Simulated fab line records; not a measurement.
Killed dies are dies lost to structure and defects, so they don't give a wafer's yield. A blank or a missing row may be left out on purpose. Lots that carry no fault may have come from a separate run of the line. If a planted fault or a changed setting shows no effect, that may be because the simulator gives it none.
Check of tool commonality :: flow gf180mcu :: 13 lots, 39 wafers sampled

## WHY IT WAS OPENED
On 2 of the 13 lots, a flag is raised at GF_M4_CD_MEAS_14 on the reading cdNm. Fault-free wafers read 280.0 nm, with a standard deviation of 1.2.
Rule: flag the lot when none of its wafers has a number, or when each of its wafers that has one lies beyond 4 standard deviations from that mean. As for the other lots, they are considered sound.

lot: L191
measured: day 23 12:30
on: cdSem-02
cdNm (nm), wafer by wafer: 280.1 279.9 280.0
flag: 

lot: L192
measured: day 23 19:34
on: cdSem-02
cdNm (nm), wafer by wafer: 279.5 279.7 279.3
flag: 

lot: L194
measured: day 24 06:31
on: cdSem-02
cdNm (nm), wafer by wafer: 277.5 278.4 280.0
flag: 

lot: L193
measured: day 24 06:40
on: cdSem-02
cdNm (nm), wafer by wafer: 278.0 277.6 277.5
flag: 

lot: L195
measured: day 24 22:32
on: cdSem-01
cdNm (nm), wafer by wafer: 279.4 279.0 278.4
flag: 

lot: L196
measured: day 24 23:20
on: cdSem-01
cdNm (nm), wafer by wafer: 278.9 279.0 278.4
flag: 

lot: L197
measured: day 25 07:03
on: cdSem-01
cdNm (nm), wafer by wafer: 282.0 282.1 281.8
flag: 

lot: L198
measured: day 25 11:31
on: cdSem-02
cdNm (nm), wafer by wafer: 280.4 281.3 280.4
flag: 

lot: L202
measured: day 26 19:34
on: cdSem-02
cdNm (nm), wafer by wafer: 282.9 280.4 280.2
flag: 

lot: L203
measured: day 27 08:50
on: cdSem-01
cdNm (nm), wafer by wafer: 279.3 280.2 279.6
flag: 

lot: L204
measured: day 27 16:52
on: cdSem-01
cdNm (nm), wafer by wafer: 281.5 282.0 281.7
flag: 

lot: L211
measured: day 30 01:01
on: cdSem-02
cdNm (nm), wafer by wafer: 288.3 287.5 288.2
flag: FLAGGED

lot: L213
measured: day 30 10:37
on: cdSem-02
cdNm (nm), wafer by wafer: 286.7 286.8 286.8
flag: FLAGGED
The numbers of the flagged lots are 287.4 nm on average: +7.4 nm against the usual, or +6 standard deviations.

## LOT BY LOT: THE TOOL USED
2 process steps preceding the reading are held in the record, out of 602 steps in the route. Each cell gives the tool, then ch followed by the chambers the sampled wafers passed through, then the start.
lot: L191
flag: 
GF_V2_CVD_23: cvdW-02 ch 0,1, day 20 11:29
GF_M4_SOFTBAKE_10: lithoTrack-04 ch 0, day 23 01:16

lot: L192
flag: 
GF_V2_CVD_23: cvdW-01 ch 0,1, day 20 18:20
GF_M4_SOFTBAKE_10: lithoTrack-02 ch 0, day 23 08:27

lot: L194
flag: 
GF_V2_CVD_23: cvdW-02 ch 0,1, day 21 05:39
GF_M4_SOFTBAKE_10: lithoTrack-03 ch 0, day 23 19:03

lot: L193
flag: 
GF_V2_CVD_23: cvdW-01 ch 0,1, day 21 06:16
GF_M4_SOFTBAKE_10: lithoTrack-02 ch 0, day 23 19:21

lot: L195
flag: 
GF_V2_CVD_23: cvdW-02 ch 0,1, day 21 23:28
GF_M4_SOFTBAKE_10: lithoTrack-03 ch 0, day 24 11:25

lot: L196
flag: 
GF_V2_CVD_23: cvdW-01 ch 0,1, day 22 01:14
GF_M4_SOFTBAKE_10: lithoTrack-02 ch 0, day 24 12:27

lot: L197
flag: 
GF_V2_CVD_23: cvdW-01 ch 0,1, day 22 08:41
GF_M4_SOFTBAKE_10: lithoTrack-02 ch 0, day 24 20:04

lot: L198
flag: 
GF_V2_CVD_23: cvdW-02 ch 0,1, day 22 14:05
GF_M4_SOFTBAKE_10: lithoTrack-04 ch 0, day 25 00:37

lot: L202
flag: 
GF_V2_CVD_23: cvdW-01 ch 0,1, day 23 22:26
GF_M4_SOFTBAKE_10: lithoTrack-03 ch 0, day 26 08:45

lot: L203
flag: 
GF_V2_CVD_23: cvdW-02 ch 0,1, day 24 11:38
GF_M4_SOFTBAKE_10: lithoTrack-02 ch 0, day 26 21:57

lot: L204
flag: 
GF_V2_CVD_23: cvdW-01 ch 0,1, day 24 21:37
GF_M4_SOFTBAKE_10: lithoTrack-02 ch 0, day 27 06:37

lot: L211
flag: FLAGGED
GF_V2_CVD_23: cvdW-01 ch 0,1, day 27 10:41
GF_M4_SOFTBAKE_10: lithoTrack-02 ch 0, day 29 15:28

lot: L213
flag: FLAGGED
GF_V2_CVD_23: cvdW-01 ch 0,1, day 27 21:41
GF_M4_SOFTBAKE_10: lithoTrack-02 ch 0, day 30 01:43
What is done by these steps:
- GF_V2_CVD_23: deposits W, target thk 350 nm, time 104.94 s.
- GF_M4_SOFTBAKE_10: time 60 s.
- GF_M4_CD_MEAS_14: target cd 280 nm.

## FLAGGED OVER TOTAL, TOOL BY TOOL (the gauges that took the reading come last)
step: GF_V2_CVD_23
tool: cvdW-01
lots run: 8
flagged: 2
share of the flagged lots: all
sound lots run after its first flagged lot: 0

step: GF_V2_CVD_23
tool: cvdW-02
lots run: 5
flagged: 0
share of the flagged lots: none
sound lots run after its first flagged lot: -

step: GF_M4_SOFTBAKE_10
tool: lithoTrack-02
lots run: 8
flagged: 2
share of the flagged lots: all
sound lots run after its first flagged lot: 0

step: GF_M4_SOFTBAKE_10
tool: lithoTrack-03
lots run: 3
flagged: 0
share of the flagged lots: none
sound lots run after its first flagged lot: -

step: GF_M4_SOFTBAKE_10
tool: lithoTrack-04
lots run: 2
flagged: 0
share of the flagged lots: none
sound lots run after its first flagged lot: -

step: GF_M4_CD_MEAS_14
tool: cdSem-01
lots run: 5
flagged: 0
share of the flagged lots: none
sound lots run after its first flagged lot: -

step: GF_M4_CD_MEAS_14
tool: cdSem-02
lots run: 8
flagged: 2
share of the flagged lots: all
sound lots run after its first flagged lot: 0

## THE TABLE: WHAT IT ALLOWS
cvdW-01 at GF_V2_CVD_23, lithoTrack-02 at GF_M4_SOFTBAKE_10 and cdSem-02 at GF_M4_CD_MEAS_14: these 3 rows of the table ran every flagged lot.
- cvdW-01 at GF_V2_CVD_23 ran 8 lots, 2 of them flagged. Last sound lot L204 at day 24 21:37, first flagged lot L211 at day 27 10:41; a fault beginning in between fits.
- lithoTrack-02 at GF_M4_SOFTBAKE_10 ran 8 lots, 2 of them flagged. Last sound lot L204 at day 27 06:37, first flagged lot L211 at day 29 15:28; a fault beginning in between fits. Its own readings (heaterPowerTotalW, plateTempC) fall more than 4 standard deviations out on all wafers of the flagged lots.
- cdSem-02 at GF_M4_CD_MEAS_14 ran 8 lots, 2 of them flagged. Last sound lot L202 at day 26 19:34, first flagged lot L211 at day 30 01:01; a fault beginning in between fits.
Because each of these 3 tools fits a fault that began at some hour, counting lots does not separate them. More lots, or a look at what each step does to the wafer, might.

## WHAT THE SIMULATOR HAD PUT IN
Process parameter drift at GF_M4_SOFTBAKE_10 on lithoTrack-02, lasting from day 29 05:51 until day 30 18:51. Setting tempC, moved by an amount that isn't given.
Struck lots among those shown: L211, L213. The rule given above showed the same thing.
